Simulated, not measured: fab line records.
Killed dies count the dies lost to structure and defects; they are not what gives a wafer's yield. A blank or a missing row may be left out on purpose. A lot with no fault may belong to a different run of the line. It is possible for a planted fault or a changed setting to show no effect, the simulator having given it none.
A struck lot beside a sound one || flow sky130 || 16 steps out of a route of 708
Sound: these wafers, L707.1, L707.2, L707.4. Struck: wafers L711.1, L711.2, L711.6. The cause is given at the end.
Each step with rows lists, per side, the tool, then ch with its chambers, then its first start. Under that, the readings that differ: sound wafers || struck wafers || difference of the means || sigmas: that difference in standard deviations of wafers without a fault.
alike: readings whose means differ by less than 2 such deviations, and words and numbers that are the same on both sides. not compared: withheld readings, readings that some wafer has no value for, bounds like >300 that may hide the same value, and numbers for which the record gives no deviation and whose values overlap.
A row with sigmas, a row that says differs or no value, or rows on one side alone: a step with any of these is where the two part. Non-overlapping numbers with no deviation appear without sigmas and do not part them. A reading that every wafer of one side lacks parts them only if that side has two wafers or more.

first, 5 steps without rows for these wafers: SKY_SONOS_TUNNEL_COAT_02 (resist thk 1140 nm); SKY_SONOS_TUNNEL_SOFTBAKE_03 (time 60 s); SKY_SONOS_TUNNEL_EXPOSE_04 (exposes mask TUNM, target cd 410 nm); SKY_SONOS_TUNNEL_PEB_05; SKY_SONOS_TUNNEL_DEVELOP_06 (develop time 60 s).
SKY_SONOS_TUNNEL_CD_MEAS_07: target cd 410 nm.
  struck on cd sem-02, day 13 10:13; sound on cd sem-01, day 11 20:32
{"reading": "cd nm (nm)", "sound": "407.0 405.4 409.1", "struck": "414.9 412.7 412.0", "difference": "+6.0", "sigmas": "+2"}
SKY_SONOS_TUNNEL_OVL_MEAS_08:
  struck on overlay-01, day 13 10:20; sound on overlay-02, day 11 20:40
{"reading": "SONOS_TUNNEL_OVL (nm)", "sound": "-1.0 -1.2 -1.4", "struck": "1.6 1.1 2.5", "difference": "+2.9", "sigmas": "+2"}
then, 3 steps without rows for these wafers: SKY_SONOS_TUNNEL_IMPLANT_09; SKY_SONOS_TUNNEL_WET_ETCH_10 (etches SiO2 in dHF, target depth 14 nm, time 280 s); SKY_SONOS_TUNNEL_STRIP_11 (strips in SPM, time 600 s).
SKY_SONOS_TUNNEL_TW_MEAS_12:
  struck on film metro-03, day 13 10:55; sound on film metro-04, day 11 21:07
  alike: SONOS_TUNNEL_TW
then, 1 step without rows for these wafers: SKY_SONOS_TUNNEL_CLEAN_13 (cleans in dHF, time 20 s).
SKY_SONOS_ONO_OXIDATION_00: stabilise 600 s, purge 300 s, target thk 2.6 nm.
  sound on furnace-01 ch 0, day 11 22:05; struck on furnace-02 ch 0, day 13 13:28
{"reading": "spike tc bottom C (C)", "sound": "821.6 822.4 820.1", "struck": "850.9 850.4 850.1", "difference": "+29.1", "sigmas": "+10"}
{"reading": "spike tc centre C (C)", "sound": "801.9 802.2 803.2", "struck": "822.4 822.8 824.3", "difference": "+20.7", "sigmas": "+15"}
{"reading": "spike tc lower C (C)", "sound": "803.1 801.5 801.2", "struck": "825.0 824.3 825.3", "difference": "+22.9", "sigmas": "+23"}
{"reading": "spike tc top C (C)", "sound": "812.5 812.3 815.8", "struck": "837.9 838.0 837.3", "difference": "+24.2", "sigmas": "+20"}
{"reading": "spike tc upper C (C)", "sound": "800.7 798.6 800.7", "struck": "825.2 823.0 822.8", "difference": "+23.7", "sigmas": "+20"}
{"reading": "tube center temp C (C)", "sound": "800.14 800.07 800.02", "struck": "823.82 823.76 823.86", "difference": "+23.74", "sigmas": "+99 or more"}
{"reading": "tube_center_temp_C_max", "sound": "802.0 802.1 802.0", "struck": "825.4 825.7 825.9", "difference": "+23.6", "sigmas": "+76"}
{"reading": "model.SiO2_of_SONOS_ONO_OXIDATION_00.thk nm (nm)", "sound": "2.568 2.563 2.546", "struck": "3.501 3.55 3.581", "difference": "+0.985", "sigmas": ""}
  alike: ramp down c per min, ramp up c per min, zone power top pct
SKY_SONOS_ONO_THK_MEAS_01:
  struck on film metro-04, day 13 14:49; sound on film metro-04, day 11 23:26
{"reading": "SONOS_ONO_OXIDATION_THK (nm)", "sound": "2.55 2.57 2.49", "struck": "3.53 3.59 3.57", "difference": "+1.03", "sigmas": "+21"}
then, 1 step without rows for these wafers: SKY_SONOS_ONO_CVD_02 (deposits Si3N4 from DCS/NH3, target thk 10.5 nm, time 180 s).
-- record jumps: 34 days separate the struck wafers' starts on either side; left off in module SONOS_ONO, taken up again in module PAD_OPEN, whose first shown step is the route's number 708 --
SKY_PAD_OPEN_PROBE_99:
  struck on prober-01, day 47 13:24; sound on prober-01, day 46 07:42
{"reading": "model.etest.sonos erased.drive ua um", "sound": "189.6 224.4 182.8", "struck": "21.2 22.01 21.48", "difference": -177.4, "sigmas": ""}
{"reading": "model.etest.sonos uncharged.r on ohm um", "sound": "811.7 813.2 814.5", "struck": "838.2 834 853.7", "difference": "+28.8", "sigmas": ""}
{"reading": "model.etest.sonos erased.vt v (V)", "sound": "-2.259 -2.354 -2.281", "struck": "-0.387 -0.4089 -0.4174", "difference": "+1.894", "sigmas": ""}
{"reading": "model.etest.sonos programmed.off log10 a um", "sound": "-13.88 -13.86 -14.05", "struck": "-13.63 -12.75 -13.07", "difference": "+0.78", "sigmas": ""}
{"reading": "model.etest.cap ono.gate log10 a cm2", "sound": "-7.971 -7.719 -7.905", "struck": "-8.897 -9.076 -9.044", "difference": -1.141, "sigmas": ""}
{"reading": "model.etest.cap ono.gate bv v (V)", "sound": "16.34 16.11 16.45", "struck": "17.46 17.2 17.29", "difference": "+1.02", "sigmas": ""}
{"reading": "model.etest.cap ono.tox acc nm (nm)", "sound": "12.89 12.77 12.88", "struck": "13.64 13.78 13.8", "difference": "+0.89", "sigmas": ""}
{"reading": "model.etest.sonos programmed.vt v (V)", "sound": "1.433 1.52 1.466", "struck": "1.024 0.8975 0.8903", "difference": -0.536, "sigmas": ""}
  alike: killed_at_M0_to_M3, killed_at_M4_up, killed at contacts, killed at front end, killed at other, killed dies, killed open, killed short

## WHERE THEY PART
Last at SKY_SONOS_ONO_THK_MEAS_01 as far as this record goes, first at SKY_SONOS_TUNNEL_CD_MEAS_07. Later steps at which nothing parts them and some readings are alike: SKY_PAD_OPEN_PROBE_99.

WHY: the cause the simulator had injected
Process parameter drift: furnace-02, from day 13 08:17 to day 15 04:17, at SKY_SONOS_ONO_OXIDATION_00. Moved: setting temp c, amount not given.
